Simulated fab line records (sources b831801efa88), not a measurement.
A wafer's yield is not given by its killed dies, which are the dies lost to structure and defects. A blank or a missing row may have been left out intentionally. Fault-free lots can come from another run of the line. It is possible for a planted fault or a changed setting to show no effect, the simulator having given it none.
What tool caused it? -- flow sky130 -- 6 lots with 18 wafers sampled at 2 steps, on a route of 708 steps

== WHAT THE GAUGES READ, wafer by wafer ==
SKY_CONTACT_THK_MEAS_26: measures by xrf.
lot,measured,on,CONTACT_W_THK (nm)
L968,day 32 03:03,film_metro-02,333 341 335
L971,day 33 06:41,film_metro-02,343 345 343
L975,day 35 06:50,film_metro-02,338 344 343
L982,day 37 03:20,film_metro-01,336 333 332
L986,day 37 23:11,film_metro-01,338 336 333
L989,day 38 20:40,film_metro-02,341 338 337

== WHICH TOOL RAN EACH LOT (tool, then ch and the chambers of the sampled wafers, then the start) ==
lot,SKY_LOCAL_INTERCONNECT_ETCH_13
L968,"rie_metal-03 ch 0,1, day 30 21:04"
L971,"rie_metal-03 ch 0,1, day 32 01:19"
L975,"rie_metal-01 ch 0,1, day 34 01:53"
L982,"rie_metal-02 ch 0,1, day 35 22:26"
L986,"rie_metal-01 ch 0,1, day 36 18:31"
L989,"rie_metal-03 ch 0, day 37 17:10"
- SKY_LOCAL_INTERCONNECT_ETCH_13: etches BARC in N2/H2, stops on SiO2, time 45.9 s, target depth 60 nm.

== THE ANSWER, worked out from the rows above alone ==
Rule: what is usual is taken from the lots themselves. Put in order of their means at a reading, lots are off if they are a third of the lots or fewer, leave a main group of 4 or more, and stand apart from it by a gap of 3 or more times the standard deviation of the main group's means; of several such gaps the widest counts. If all means in a main group match to the digits the tables above print for the reading, that group is not used. A lot without any number at a reading at which 4 lots or more have one is off too. All remaining lots with rows at the step are treated as sound.
No lot is off at any reading shown: from this, nothing can be told.

== WHAT THE SIMULATOR PUT IN ==
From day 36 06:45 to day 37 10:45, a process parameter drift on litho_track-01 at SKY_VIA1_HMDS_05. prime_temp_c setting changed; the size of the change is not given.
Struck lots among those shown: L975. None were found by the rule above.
